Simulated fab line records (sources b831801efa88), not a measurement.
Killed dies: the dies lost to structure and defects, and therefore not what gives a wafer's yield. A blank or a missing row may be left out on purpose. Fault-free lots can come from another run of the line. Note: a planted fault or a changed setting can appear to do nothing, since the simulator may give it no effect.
Which of the tools did it? || flow sky130 || 6 lots, 18 wafers sampled, at 2 steps of a route of 708

WHAT THE GAUGES SHOWED, per wafer
SKY_LOCAL_INTERCONNECT_THK_MEAS_02: measures by xrf.
{"lot": "L760", "measured": "day 29 19:19", "on": "film_metro-04", "LOCAL_INTERCONNECT_TIN_THK (nm)": "101.8 103.5 103.5"}
{"lot": "L764", "measured": "day 31 07:38", "on": "film_metro-02", "LOCAL_INTERCONNECT_TIN_THK (nm)": "101.7 101.1 101.9"}
{"lot": "L770", "measured": "day 33 07:02", "on": "film_metro-04", "LOCAL_INTERCONNECT_TIN_THK (nm)": "102.3 102.8 102.2"}
{"lot": "L774", "measured": "day 34 14:18", "on": "film_metro-01", "LOCAL_INTERCONNECT_TIN_THK (nm)": "100.8 98.8 100.4"}
{"lot": "L775", "measured": "day 34 22:45", "on": "film_metro-02", "LOCAL_INTERCONNECT_TIN_THK (nm)": "101.5 100.7 101.0"}
{"lot": "L780", "measured": "day 36 08:41", "on": "film_metro-01", "LOCAL_INTERCONNECT_TIN_THK (nm)": "102.4 103.1 103.4"}

WHICH TOOL RAN EACH LOT (tool, then ch and the chambers of the sampled wafers, then the start)
{"lot": "L760", "SKY_LOCAL_INTERCONNECT_SPUTTER_00": "pvd_sputter-04, day 29 19:08"}
{"lot": "L764", "SKY_LOCAL_INTERCONNECT_SPUTTER_00": "pvd_sputter-01, day 31 07:26"}
{"lot": "L770", "SKY_LOCAL_INTERCONNECT_SPUTTER_00": "pvd_sputter-01, day 33 06:50"}
{"lot": "L774", "SKY_LOCAL_INTERCONNECT_SPUTTER_00": "pvd_sputter-04, day 34 14:07"}
{"lot": "L775", "SKY_LOCAL_INTERCONNECT_SPUTTER_00": "pvd_sputter-01, day 34 22:34"}
{"lot": "L780", "SKY_LOCAL_INTERCONNECT_SPUTTER_00": "pvd_sputter-02, day 36 08:30"}
- SKY_LOCAL_INTERCONNECT_SPUTTER_00: material TiN, target thk 100 nm, time 83.3 s.

THE ANSWER, worked out from the rows above alone
Rule: the lots themselves supply what counts as usual. Put in order of their means at a reading, lots are off if they are a third of the lots or fewer, leave a main group of 4 or more, and stand apart from it by a gap of 3 or more times the standard deviation of the main group's means; of several such gaps the widest counts. If all means in a main group match to the digits the tables above print for the reading, that group is not used. Also off: a lot with no number at a reading for which 4 or more lots have one. All remaining lots with rows at the step are treated as sound.
No lot is off at any reading shown: from this, nothing can be told.

WHAT WAS PUT IN BY THE SIMULATOR
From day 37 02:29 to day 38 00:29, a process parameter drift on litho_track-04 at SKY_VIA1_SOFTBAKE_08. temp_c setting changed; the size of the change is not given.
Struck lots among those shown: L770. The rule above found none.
